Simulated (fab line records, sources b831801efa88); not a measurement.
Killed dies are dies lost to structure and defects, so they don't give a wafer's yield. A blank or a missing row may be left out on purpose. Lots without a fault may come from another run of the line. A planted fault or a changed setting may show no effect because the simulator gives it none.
fab line records | flow sky130
record lots=6 wafers=18 last_day=50
route steps=708 shown FIELD_ISO@6 PAD_OPEN@708
lots that met no fault: from a run of the same line without faults
start_h: hours from the record's first day to the start of the lot's first wafer shown | wait_h: hours since the lot's step before | " the same as in the row above | L1.1+2: a row that stands for several wafers | - no value, or no start given | * or withheld: withheld | < > ~ a bound
route shown NAME@n: a module of which the file shows steps, and the number in the route of the first | usual: mean/standard deviation of fault-free wafers | same: alike in all rows | chamber/n: place in a boat | sites: the reading at each site | _std_site: their standard deviation | _edge_site: outer sites' mean less inner sites' | radius_mm: how far each site lies from the wafer's centre | mask NAME#n: copy n | behind: the tool/chamber that last shaped the wafer | hold: why the lot was held/for how many hours/how that ended | device: the transistor (n, p or np) that didn't switch | end of line: the same wafers' tests at the end of the route | a step without rows: its recipe alone | killed: dies lost to structure and defects at the first sort, not the wafer's yield | map: a wafer's dies, x killed, . not, _ none there
set.NAME: the setting as run; set.NAME@STEP: as run at that earlier step | model.NAME: the simulator's own value behind a step, which no gauge read
lots at some steps of the route; a table a step, a row a wafer
services: from which hour (start_h, from the record's first day; less than 0 if before it) a tool's chamber was out of use, for how many hours, and why
## steps
# step SKY_FIELD_ISO_DEHYDRATE_05
# recipe temp_c=200 time_s=60
# step SKY_FIELD_ISO_HMDS_06
# recipe prime_time_s=60 prime_temp_c=120
# step SKY_FIELD_ISO_COAT_07
# recipe resist=BARC temp_c=withheld time_s=withheld spin_rpm=3000 resist_thk_nm=60
# step SKY_FIELD_ISO_COAT_08
# recipe resist=KrF-thick spin_rpm=3000 resist_thk_nm=450
# step SKY_FIELD_ISO_SOFTBAKE_09
# recipe temp_c=100 time_s=90 resist=KrF-thick
# step SKY_FIELD_ISO_EXPOSE_10
# recipe mask_id=FOM na=0.68 source_shape=annular sigma_inner=0.4 sigma_outer=0.8 target_cd_nm=150 dose_mj=28
# step SKY_FIELD_ISO_PEB_11
# recipe peb_temp_c=withheld peb_time_s=withheld resist=KrF-thick
# step SKY_FIELD_ISO_DEVELOP_12
# recipe develop_time_s=60 resist=KrF-thick dev_temp_c=21
# step SKY_FIELD_ISO_CD_MEAS_13
# recipe target_cd_nm=150
# usual cd_nm=150.0/1.7
# columns lot.wafer tool chamber start_h wait_h cd_nm
L972.2 cd_sem-02 - 41.65 - 151.3
L972.5 " - " " 151.7
L972.6 " - " " 150.7
L975.1 cd_sem-01 - 53.89 - 150.0
L975.4 " - " " 149.2
L975.5 " - " " 150.2
L987.1 cd_sem-02 - 117.68 - 151.3
L987.3 " - " " 151.3
L987.5 " - " " 151.3
L988.1 cd_sem-02 - 120.54 - 150.7
L988.3 " - " " 150.3
L988.5 " - " " 150.4
L989.2 cd_sem-01 - 128.50 - 150.3
L989.3 " - " " 149.3
L989.4 " - " " 150.0
L992.2 cd_sem-02 - 143.45 - 147.5
L992.5 " - " " 145.9
L992.6 " - " " 146.4
# step SKY_FIELD_ISO_ETCH_14
# recipe chemistry=N2/H2 target=BARC ion_energy_ev=200 source_w=500 bias_w=100 pressure_mtorr=30 n2_flow_sccm=100 h2_flow_sccm=200 stop_on=SiO2 time_s=45.9 target_depth_a=600
# usual drypump_motor_current_A=5.94/0.28 oes_product_au=0.855/0.0048 throttle_valve_pct=13.226/0.0082
# same time_s=45.9
# columns lot.wafer tool chamber start_h wait_h drypump_motor_current_A oes_product_au rf_hours_counter_h throttle_valve_pct
L972.2 rie_diel-04 3 41.75 0.1 5.91 0.853 117 13.223
L972.5 " 3 " " 5.93 0.851 - 13.226
L972.6 " 0 " " 5.67 0.852 - 13.240
L975.1 rie_diel-01 3 54.01 0.1 6.46 0.853 21 13.222
L975.4 " 0 " " 5.69 0.853 10 13.240
L975.5 " 1 " " 5.46 0.851 - 13.228
L987.1 rie_diel-04 3 117.80 0.1 5.93 0.858 118 13.235
L987.3 " 2 " " 5.75 0.850 28 13.217
L987.5 " 3 " " 5.91 0.848 - 13.235
L988.1 rie_diel-02 3 120.66 0.1 5.92 0.852 127 13.221
L988.3 " 2 " " 5.98 0.854 52 13.238
L988.5 " 0 " " 5.74 0.857 - 13.216
L989.2 rie_diel-02 1 128.60 0.1 6.23 0.857 69 13.212
L989.3 " 2 " " 5.96 0.858 52 13.212
L989.4 " 0 " " 5.73 0.855 18 13.216
L992.2 rie_diel-02 1 143.55 0.1 6.29 0.848 69 13.235
L992.5 " 2 " " 5.99 0.851 - 13.218
L992.6 " 3 " " 5.93 0.843 - 13.224
# step SKY_FIELD_ISO_ETCH_15
# recipe chemistry=CHF3/O2 target_depth_nm=180 stop_on=Si source_w=600 bias_w=200 pressure_mtorr=40 chf3_flow_sccm=50 O2_flow_sccm=5 time_s=72
# usual drypump_motor_current_A=5.93/0.28 oes_product_au=0.944/0.0072 throttle_valve_pct=8.844/0.0098
# same time_s=72
# columns lot.wafer tool chamber start_h wait_h drypump_motor_current_A oes_product_au rf_hours_counter_h throttle_valve_pct
L972.2 rie_diel-04 3 41.79 0.0 5.89 0.940 117 8.839
L972.5 " 3 " " 5.91 0.954 - 8.827
L972.6 " 0 " " 5.65 0.953 - 8.851
L975.1 rie_diel-01 3 54.05 0.0 6.46 0.950 21 8.855
L975.4 " 0 " " 5.66 0.953 10 8.838
L975.5 " 1 " " 5.44 0.941 - 8.836
L987.1 rie_diel-04 3 117.84 0.0 5.89 0.937 118 8.825
L987.3 " 2 " " 5.77 0.940 28 8.827
L987.5 " 3 " " 5.90 0.938 - 8.853
L988.1 rie_diel-02 3 120.70 0.0 5.92 0.941 127 8.855
L988.3 " 2 " " 5.95 0.940 52 8.853
L988.5 " 0 " " 5.71 0.944 - 8.835
L989.2 rie_diel-02 1 128.64 0.0 6.25 0.935 69 8.836
L989.3 " 2 " " 5.95 0.931 52 8.848
L989.4 " 0 " " 5.75 0.934 18 8.827
L992.2 rie_diel-02 1 143.59 0.0 6.26 0.935 69 8.837
L992.5 " 2 " " 5.98 0.946 - 8.846
L992.6 " 3 " " 5.90 0.944 - 8.840
# step SKY_FIELD_ISO_STRIP_16
# recipe chemistry=O2/N2 power_w=1400 pressure_mtorr=1500 platen_temp_c=withheld o2_flow_sccm=3000 n2_flow_sccm=300 overash_fraction=0.5
# usual drypump_motor_current_A=5.7/0.34 oes_product_au=0.379/0.0049 strip_time_to_endpoint_s=3.558/0.026
# columns lot.wafer tool chamber start_h wait_h drypump_motor_current_A oes_product_au rf_hours_counter_h strip_time_to_endpoint_s
L972.2 plasma_asher-04 1 41.85 0.0 6.2 0.375 34 3.543
L972.5 " 0 " " 5.9 0.374 - 3.569
L972.6 " 1 " " 6.2 0.373 - 3.558
L975.1 plasma_asher-04 0 54.11 0.0 5.9 0.383 35 3.570
L975.4 " 1 " " 6.2 0.381 - 3.568
L975.5 " 1 " " 6.2 0.386 - 3.575
L987.1 plasma_asher-04 1 117.90 0.0 6.2 0.384 43 3.608
L987.3 " 1 " " 6.2 0.384 - 3.599
L987.5 " 0 " " 5.9 0.391 - 3.577
L988.1 plasma_asher-01 0 120.76 0.0 5.3 0.384 46 3.563
L988.3 " 1 " " 5.6 0.380 - 3.538
L988.5 " 0 " " 5.3 0.377 - 3.552
L989.2 plasma_asher-04 1 128.70 0.0 6.2 0.376 44 3.521
L989.3 " 1 " " 6.2 0.390 - 3.556
L989.4 " 0 " " 5.9 0.373 - 3.548
L992.2 plasma_asher-04 1 143.65 0.0 6.2 0.374 46 3.510
L992.5 " 0 " " 5.9 0.381 - 3.535
L992.6 " 1 " " 6.2 0.376 - 3.550
# step SKY_FIELD_ISO_ETCH_17
# recipe target_depth_a=3420 mask_material=Si3N4 chemistry=HBr/Cl2/O2 target=Si taper_deg=5 icp_w=600 bias_w=150 pressure_mtorr=15 HBr_flow_sccm=150 Cl2_flow_sccm=40 O2_flow_sccm=6 time_s=97.7
# usual HBr_flow_sccm=150.1/0.48 drypump_motor_current_A=5.5/0.54 oes_product_au=1.006/0.0071 throttle_valve_pct=25.653/0.0091
# same time_s=97.7
# columns lot.wafer tool chamber start_h wait_h HBr_flow_sccm drypump_motor_current_A oes_product_au rf_hours_counter_h throttle_valve_pct model.FIELD_ISO.feature_depth_nm model.etch.depth_nm model.Si3N4_of_FIELD_ISO_CVD_03.thk_nm
L972.2 rie_si-02 1 41.95 0.1 149.6 6.2 0.999 123 25.661 343.7 343.7 149.6
L972.5 " 3 " " 150.3 6.2 1.004 - 25.655 343.3 343.3 149.1
L972.6 " 0 " " 150.1 6.3 1.002 - 25.665 343.7 343.7 149.4
L975.1 rie_si-02 0 54.21 0.1 150.5 6.3 1.007 73 25.641 342.1 342.1 152.2
L975.4 " 1 " " 149.8 6.2 1.005 123 25.664 345.8 345.8 150.4
L975.5 " 1 " " 150.4 6.2 1.001 - 25.659 342.3 342.4 150
L987.1 rie_si-02 0 118.00 0.1 150.1 6.3 0.828 73 25.782 250.1 250.1 151.2
L987.3 " 3 " " 150.3 6.2 0.825 43 25.776 251.6 251.6 150.9
L987.5 " 0 " " 150.1 6.3 0.821 - 25.775 250.7 250.7 150.6
L988.1 rie_si-01 0 120.86 0.1 149.5 5.0 1.009 115 25.656 347.1 347.1 149.1
L988.3 " 3 " " 150.0 5.3 1.012 119 25.656 345.4 345.4 148.3
L988.5 " 0 " " 149.8 5.0 1.000 - 25.649 343.6 343.6 149
L989.2 rie_si-02 0 128.80 0.1 150.3 6.3 0.831 73 25.759 249.8 249.8 151.1
L989.3 " 3 " " 149.4 6.2 0.835 43 25.778 251.6 251.6 149.4
L989.4 " 2 " " 150.2 6.0 0.831 134 25.769 253.2 253.2 150.8
L992.2 rie_si-01 2 143.75 0.1 149.8 5.2 1.005 37 25.652 346.6 346.6 148.9
L992.5 " 0 " " 150.2 5.0 1.013 - 25.638 347.4 347.4 148.6
L992.6 " 3 " " 149.2 5.3 1.019 - 25.650 346.9 346.9 147.7
# step SKY_FIELD_ISO_WET_ETCH_18
# recipe chemistry=H3PO4 target_depth_nm=25 temp_c=160 target=Si3N4 time_s=286
# step SKY_FIELD_ISO_CLEAN_19
# recipe chemistry=SC1/SC2 mix=1:4:20 temp_c=70 time_s=150
# step SKY_FIELD_ISO_CLEAN_20
# recipe chemistry=dHF time_s=20 dilution=100:1
# step SKY_FIELD_ISO_WET_ETCH_21
# recipe chemistry=dHF dilution=100:1 target_depth_nm=20 dry=ipa_marangoni target=SiO2 temp_c=25 time_s=400
# step SKY_FIELD_ISO_OXIDATION_22
# recipe temp_c=950 ambient=O2 stabilise_s=600 purge_s=300 target_thk_a=100 ox_time_s=623
# step SKY_FIELD_ISO_THK_MEAS_23
# recipe reads=SiO2_of_FIELD_ISO_OXIDATION_22
# usual FIELD_ISO_OXIDATION_01_THK=9.90/0.15
# columns lot.wafer tool chamber start_h wait_h FIELD_ISO_OXIDATION_01_THK[nm]
L972.2 film_metro-02 - 44.20 0.0 9.76
L972.5 " - " " 9.99
L972.6 " - " " 9.84
L975.1 film_metro-04 - 55.95 0.0 9.69
L975.4 " - " " 9.73
L975.5 " - " " 9.79
L987.1 film_metro-02 - 119.51 0.0 10.02
L987.3 " - " " 10.08
L987.5 " - " " 9.83
L988.1 film_metro-04 - 122.81 0.0 10.17
L988.3 " - " " 10.07
L988.5 " - " " 9.92
L989.2 film_metro-02 - 130.97 0.0 9.93
L989.3 " - " " 10.07
L989.4 " - " " 10.05
L992.2 film_metro-02 - 146.13 0.0 9.86
L992.5 " - " " 10.08
L992.6 " - " " 9.98
# step SKY_FIELD_ISO_CVD_24
# recipe material=SiO2 target_thk_nm=595 temp_c=650 sigma_open_frac=0.3 time_s=99.2 sih4_flow_sccm=60 pressure_mtorr=6
# step SKY_FIELD_ISO_THK_MEAS_25
# recipe reads=SiO2_of_FIELD_ISO_CVD_24
# usual FIELD_ISO_CVD_24_THK=594/5.7
# columns lot.wafer tool chamber start_h wait_h FIELD_ISO_CVD_24_THK[nm]
L972.2 film_metro-04 - 44.33 0.0 585
L972.5 " - " " 590
L972.6 " - " " 588
L975.1 film_metro-03 - 56.12 0.1 589
L975.4 " - " " 589
L975.5 " - " " 587
L987.1 film_metro-03 - 119.64 0.0 599
L987.3 " - " " 599
L987.5 " - " " 595
L988.1 film_metro-02 - 122.97 0.1 596
L988.3 " - " " 592
L988.5 " - " " 585
L989.2 film_metro-04 - 131.10 0.0 602
L989.3 " - " " 590
L989.4 " - " " 599
L992.2 film_metro-04 - 146.26 0.0 590
L992.5 " - " " 588
L992.6 " - " " 589
# step SKY_FIELD_ISO_ANNEAL_26
# recipe temp_c=1000 time_s=1800 ambient=N2
# step SKY_FIELD_ISO_CMP_27
# recipe stop_on=Si3N4 t_overpolish_s=16 down_force_psi=4 platen_rpm=60 target_thk_nm=457.8 pad_velocity_m_s=0.94248
# usual head_pressure_psi=4.001/0.0083 motor_current_A=11.5/0.8 overpolish_run_s=15.999/0.0089 time_to_endpoint_s=111/3.4
# columns lot.wafer tool chamber start_h wait_h head_pressure_psi motor_current_A overpolish_run_s time_to_endpoint_s
L972.2 cmp-02 3 46.03 0.1 4.013 11.5 16.004 114
L972.5 " 0 " " 3.990 10.6 15.997 110
L972.6 " 1 " " 4.008 12.6 15.995 112
L975.4 cmp-01 2 59.55 0.1 4.012 13.0 15.996 108
L975.1 " 3 " " 4.022 11.5 16.001 108
L975.5 " 0 " " 3.995 10.4 15.989 110
L987.1 cmp-01 3 121.25 0.1 3.992 12.3 15.979 105
L987.3 " 1 " " 4.003 11.0 15.992 105
L987.5 " 3 " " 3.992 11.7 15.999 105
L988.3 cmp-02 0 125.68 0.1 3.999 10.6 16.016 107
L988.1 " 1 " " 4.009 12.1 15.999 107
L988.5 " 3 " " 3.997 11.0 15.992 106
L989.3 cmp-01 1 134.86 0.0 3.990 10.9 16.003 105
L989.2 " 2 " " 3.998 13.3 15.998 105
L989.4 " 3 " " 4.007 11.0 16.015 104
L992.2 cmp-01 1 148.65 0.1 3.999 11.2 16.003 107
L992.6 " 3 " " 3.999 12.1 16.010 109
L992.5 " 0 " " 3.986 11.0 16.010 109
# step SKY_FIELD_ISO_WET_ETCH_28
# recipe chemistry=dHF target_depth_nm=23.7 target=SiO2 dilution=10:1 temp_c=25 time_s=47
# same time_s=47
# columns lot.wafer tool chamber start_h wait_h model.Si3N4_of_FIELD_ISO_CVD_03.thk_nm
L972.2 wet_bench-02 0 46.18 0.1 119.3
L972.5 " 0 " " 119
L972.6 " 0 " " 119.1
L975.1 wet_bench-01 3 59.75 0.1 121.6
L975.4 " 3 " " 119.7
L975.5 " 3 " " 119.5
L987.1 wet_bench-04 0 121.50 0.2 120.3
L987.3 " 0 " " 120
L987.5 " 0 " " 119.7
L988.1 wet_bench-02 2 125.93 0.1 116.9
L988.3 " 2 " " 116
L988.5 " 2 " " 116.6
L989.2 wet_bench-04 0 135.16 0.2 118.9
L989.3 " 0 " " 117.3
L989.4 " 0 " " 118.8
L992.2 wet_bench-02 1 148.85 0.1 117.9
L992.5 " 1 " " 117.7
L992.6 " 1 " " 116.7
# step SKY_FIELD_ISO_WET_ETCH_29
# recipe chemistry=H3PO4 target_depth_nm=160 target=Si3N4 temp_c=160 time_s=1825
# step SKY_PAD_OPEN_PROBE_99
# usual killed_at_M0_to_M3=43/7 killed_at_M4_up=3.1/2 killed_at_contacts=24/5.3 killed_at_front_end=15/4.2 killed_at_other=0.4/0.66 killed_dies=86/9.5 killed_open=47/7.4 killed_short=38/6.2
# same gross_dies=492 killed_at_back_side=0
# columns lot.wafer tool chamber start_h wait_h killed_at_M0_to_M3 killed_at_M4_up killed_at_contacts killed_at_front_end killed_at_other killed_dies killed_open killed_short model.etest.res_p_drift_20v.line_ohm_um model.etest.res_p_drift_20v.rs_ohm_sq model.etest.pfet_16v.r_on_ohm_um model.etest.res_iso_pwell.rs_ohm_sq model.etest.res_iso_pwell.line_ohm_um model.etest.res_nwell.line_ohm_um model.etest.res_nwell.rs_ohm_sq model.etest.cap_poly_to_well.c_af_um2
L972.2 prober-01 - 1090.83 0.1 46 2 21 18 0 87 50 37 1.226e+04 1.04e+04 1.514e+04 3110 1172 1145 959.3 90.06
L972.5 prober-01 - 1090.98 0.2 43 3 23 18 0 87 47 40 1.244e+04 1.04e+04 1.515e+04 3140 1182 1156 966.1 93.6
L972.6 prober-01 - 1091.03 0.2 41 3 24 16 0 84 43 41 1.235e+04 1.037e+04 1.521e+04 3130 1185 1138 968 91.24
L975.1 prober-01 - 1098.39 0.1 47 4 27 17 0 95 47 47 1.112e+04 9327 1.527e+04 2946 1118 1204 984.2 92.76
L975.4 prober-01 - 1098.54 0.2 48 8 24 13 1 94 55 37 1.153e+04 9554 1.541e+04 3022 1142 1226 993.5 90.75
L975.5 prober-01 - 1098.59 0.2 37 4 26 11 0 78 42 36 1.135e+04 9474 1.527e+04 2964 1122 1199 986.4 90.06
L987.1 prober-01 - 1172.35 0.1 36 3 26 20 0 85 53 32 8138 6716 1.247e+04 2047 762.3 894.4 727.1 121.7
L987.3 prober-01 - 1172.45 0.2 53 1 22 15 0 91 45 46 8050 6751 1.255e+04 2055 772.2 876.8 729.2 117.1
L987.5 prober-01 - 1172.55 0.2 49 2 21 16 0 88 49 39 8130 6791 1.244e+04 2053 772 905.3 735.3 121.8
L988.1 prober-02 - 1177.35 0.1 44 2 21 17 1 85 53 31 1.145e+04 9730 1.526e+04 3060 1138 1166 950 90.25
L988.3 prober-02 - 1177.45 0.2 42 1 15 13 2 73 35 38 1.139e+04 9577 1.526e+04 3020 1153 1129 956 92.39
L988.5 prober-02 - 1177.55 0.2 35 5 18 22 0 80 43 36 1.128e+04 9502 1.524e+04 2981 1106 1138 955.5 93.86
L989.2 prober-01 - 1181.77 0.1 42 3 23 17 1 86 42 43 8010 6685 1.283e+04 1962 740.2 922.5 747.5 117.7
L989.3 prober-01 - 1181.82 0.2 45 6 31 22 0 104 60 44 8136 6739 1.295e+04 1968 743.5 934 747 120.5
L989.4 prober-01 - 1181.87 0.2 45 3 26 15 1 90 56 34 8137 6792 1.282e+04 1984 748.5 932.4 746 116
L992.2 prober-02 - 1193.57 0.1 35 2 21 9 0 67 34 33 1.188e+04 9844 1.539e+04 3229 1218 1101 925.5 92.83
L992.5 prober-02 - 1193.72 0.2 44 1 26 19 0 90 55 35 1.187e+04 9884 1.551e+04 3186 1194 1081 910.8 91.09
L992.6 prober-02 - 1193.77 0.2 43 6 24 17 0 90 62 28 1.192e+04 9855 1.542e+04 3218 1229 1081 922.9 90.52
# killed by level:class
L972.2 VIA1:geometric_particle:open=14 LI_CONTACT:geometric_particle:open=7 CONTACT:geometric_particle:open=6 VIA2:geometric_particle:open=5 VIA1:geometric_particle:short=5 VIA3:geometric_particle:open=5 SPACER:geometric_particle:short=4 METAL2:geometric_particle:short=4
L972.5 VIA1:geometric_particle:open=9 CONTACT:geometric_particle:open=9 VIA2:geometric_particle:open=8 CONTACT:geometric_particle:short=6 LI_CONTACT:geometric_particle:open=6 METAL1:geometric_particle:short=6 FIELD_ISO:geometric_particle:open=5 FIELD_ISO:geometric_particle:short=5
L972.6 CONTACT:geometric_particle:open=9 VIA2:geometric_particle:open=7 VIA3:geometric_particle:open=7 VIA3:geometric_particle:short=6 FIELD_ISO:geometric_particle:short=5 LI_CONTACT:geometric_particle:open=5 CONTACT:geometric_particle:short=5 POLY_GATE:geometric_particle:open=4
L975.1 VIA2:geometric_particle:open=11 VIA1:geometric_particle:open=11 CONTACT:geometric_particle:open=9 CONTACT:geometric_particle:short=8 METAL2:geometric_particle:short=7 POLY_GATE:geometric_particle:open=6 LOCAL_INTERCONNECT:geometric_particle:short=6 FIELD_ISO:geometric_particle:short=5
L975.4 CONTACT:geometric_particle:open=14 VIA1:geometric_particle:open=13 VIA3:geometric_particle:open=7 METAL2:geometric_particle:short=7 VIA2:geometric_particle:short=5 METAL4:geometric_particle:short=5 FIELD_ISO:geometric_particle:open=4 VIA2:geometric_particle:open=4
L975.5 CONTACT:geometric_particle:open=10 METAL2:geometric_particle:short=10 LI_CONTACT:geometric_particle:open=8 VIA1:geometric_particle:open=7 VIA3:geometric_particle:open=6 CONTACT:geometric_particle:short=5 VIA2:geometric_particle:open=5 POLY_GATE:geometric_particle:short=4
L987.1 VIA1:geometric_particle:open=16 LI_CONTACT:geometric_particle:open=12 FIELD_ISO:geometric_particle:open=7 CONTACT:geometric_particle:open=7 LOCAL_INTERCONNECT:geometric_particle:short=5 VIA1:geometric_particle:short=5 FIELD_ISO:geometric_particle:short=3 POLY_GATE:geometric_particle:short=3
L987.3 VIA1:geometric_particle:open=10 VIA2:geometric_particle:open=9 METAL3:geometric_particle:short=8 LI_CONTACT:geometric_particle:open=7 CONTACT:geometric_particle:short=7 METAL1:geometric_particle:short=7 VIA3:geometric_particle:short=5 VIA3:geometric_particle:open=5
L987.5 VIA1:geometric_particle:open=15 FIELD_ISO:geometric_particle:open=8 LI_CONTACT:geometric_particle:open=8 CONTACT:geometric_particle:open=8 METAL1:geometric_particle:short=7 VIA1:geometric_particle:short=6 METAL2:geometric_particle:short=6 VIA2:geometric_particle:open=6
L988.1 VIA1:geometric_particle:open=11 LI_CONTACT:geometric_particle:open=9 VIA3:geometric_particle:open=8 CONTACT:geometric_particle:open=6 VIA2:geometric_particle:open=6 POLY_GATE:geometric_particle:short=4 POLY_GATE:geometric_particle:open=4 METAL1:geometric_particle:short=4
L988.3 VIA1:geometric_particle:open=9 VIA1:geometric_particle:short=6 VIA2:geometric_particle:open=6 CONTACT:geometric_particle:open=5 METAL2:geometric_particle:short=5 VIA3:geometric_particle:open=5 FIELD_ISO:geometric_particle:open=4 POLY_GATE:geometric_particle:short=4
L988.5 LI_CONTACT:geometric_particle:open=8 POLY_GATE:geometric_particle:open=7 VIA1:geometric_particle:open=7 VIA3:geometric_particle:open=5 FIELD_ISO:geometric_particle:open=4 POLY_GATE:geometric_particle:short=4 METAL1:geometric_particle:short=4 METAL2:geometric_particle:short=4
L989.2 VIA1:geometric_particle:open=12 CONTACT:geometric_particle:open=10 METAL2:geometric_particle:short=10 LI_CONTACT:geometric_particle:open=6 POLY_GATE:geometric_particle:short=5 FIELD_ISO:geometric_particle:short=4 LI_CONTACT:geometric_particle:short=4 VIA1:geometric_particle:short=4
L989.3 VIA1:geometric_particle:open=12 LI_CONTACT:geometric_particle:open=12 CONTACT:geometric_particle:open=9 METAL1:geometric_particle:short=7 VIA3:geometric_particle:open=7 FIELD_ISO:geometric_particle:short=6 FIELD_ISO:geometric_particle:open=5 CONTACT:geometric_particle:short=5
L989.4 VIA1:geometric_particle:open=12 CONTACT:geometric_particle:open=10 METAL2:geometric_particle:short=7 LI_CONTACT:geometric_particle:open=6 VIA3:geometric_particle:open=6 FIELD_ISO:geometric_particle:open=5 LOCAL_INTERCONNECT:geometric_particle:short=5 VIA2:geometric_particle:open=5
L992.2 VIA1:geometric_particle:open=10 LI_CONTACT:geometric_particle:open=6 METAL2:geometric_particle:short=6 VIA3:geometric_particle:open=6 LOCAL_INTERCONNECT:geometric_particle:short=5 CONTACT:geometric_particle:open=5 FIELD_ISO:geometric_particle:short=4 CONTACT:geometric_particle:short=4
L992.5 CONTACT:geometric_particle:open=11 VIA3:geometric_particle:open=10 LI_CONTACT:geometric_particle:open=8 VIA2:geometric_particle:open=7 FIELD_ISO:geometric_particle:open=6 LI_CONTACT:geometric_particle:short=5 METAL2:geometric_particle:short=5 VIA1:geometric_particle:open=4
L992.6 VIA1:geometric_particle:open=12 CONTACT:geometric_particle:open=12 LI_CONTACT:geometric_particle:open=10 METAL2:geometric_particle:short=7 FIELD_ISO:geometric_particle:open=5 VIA3:geometric_particle:open=5 VIA2:geometric_particle:open=4 FIELD_ISO:geometric_particle:short=3
## services
# columns tool chamber start_h hours kind
wet_bench-01 - 19.23 2.2 repair
cmp-01 - 21.26 1.2 repair
rie_diel-02 3 38.84 4.0 repair
wet_bench-04 - 58.07 1.7 repair
cmp-02 - 64.15 4.0 pm
cmp-02 - 68.15 - consumable_replace:conditioner
cmp-02 - 68.15 - consumable_replace:pad
cmp-02 - 82.99 0.7 repair
wet_bench-04 - 83.12 2.1 repair
plasma_asher-04 - 86.92 0.9 repair
plasma_asher-01 - 87.88 3.7 repair
rie_si-01 2 89.08 3.3 repair
rie_diel-04 - 89.81 0.8 repair
rie_diel-04 3 95.60 4.8 repair
cmp-01 - 100.21 3.7 repair
rie_diel-01 3 107.15 15.4 repair
rie_si-01 2 113.93 12.9 repair
rie_si-02 - 120.80 0.2 repair
rie_diel-01 1 122.97 2.8 repair
rie_diel-01 1 140.11 7.0 repair
## key
first_sign step=SKY_FIELD_ISO_ETCH_17 reading=oes_product_au direction=down sigmas=25 usual=1.006 struck=0.828
effect step=SKY_FIELD_ISO_ETCH_17 reading=throttle_valve_pct direction=up sigmas=13 usual=25.653 struck=25.773
model_effect step=SKY_FIELD_ISO_ETCH_17 value=FIELD_ISO.feature_depth_nm without=343.9 struck=251.2
model_effect step=SKY_FIELD_ISO_WET_ETCH_28 value=Si3N4_of_FIELD_ISO_CVD_03.thk_nm without=115.1 struck=119.2
model_effect step=SKY_PAD_OPEN_PROBE_99 value=etest.res_p_drift_20v.line_ohm_um without=1.104e+04 struck=8100
met_at SKY_FIELD_ISO_ETCH_17
struck_wafers L987.1,L987.3,L987.5,L989.2,L989.3,L989.4
tester_left_out L987,L989
onset_between 54.21 118.00
fault kind=process_parameter_drift tool=rie_si-02 chamber=- onset_h=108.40 steps=SKY_FIELD_ISO_ETCH_17 channel=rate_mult offset=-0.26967 shape=step end_h=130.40
# tester_left_out: of these lots the tester's yield and bins aren't shown, on N5 and GAA mostly nor the transistor test; their killed dies are dies lost to structure and defects alone, not to doping, threshold or leakage, so they don't give the yield
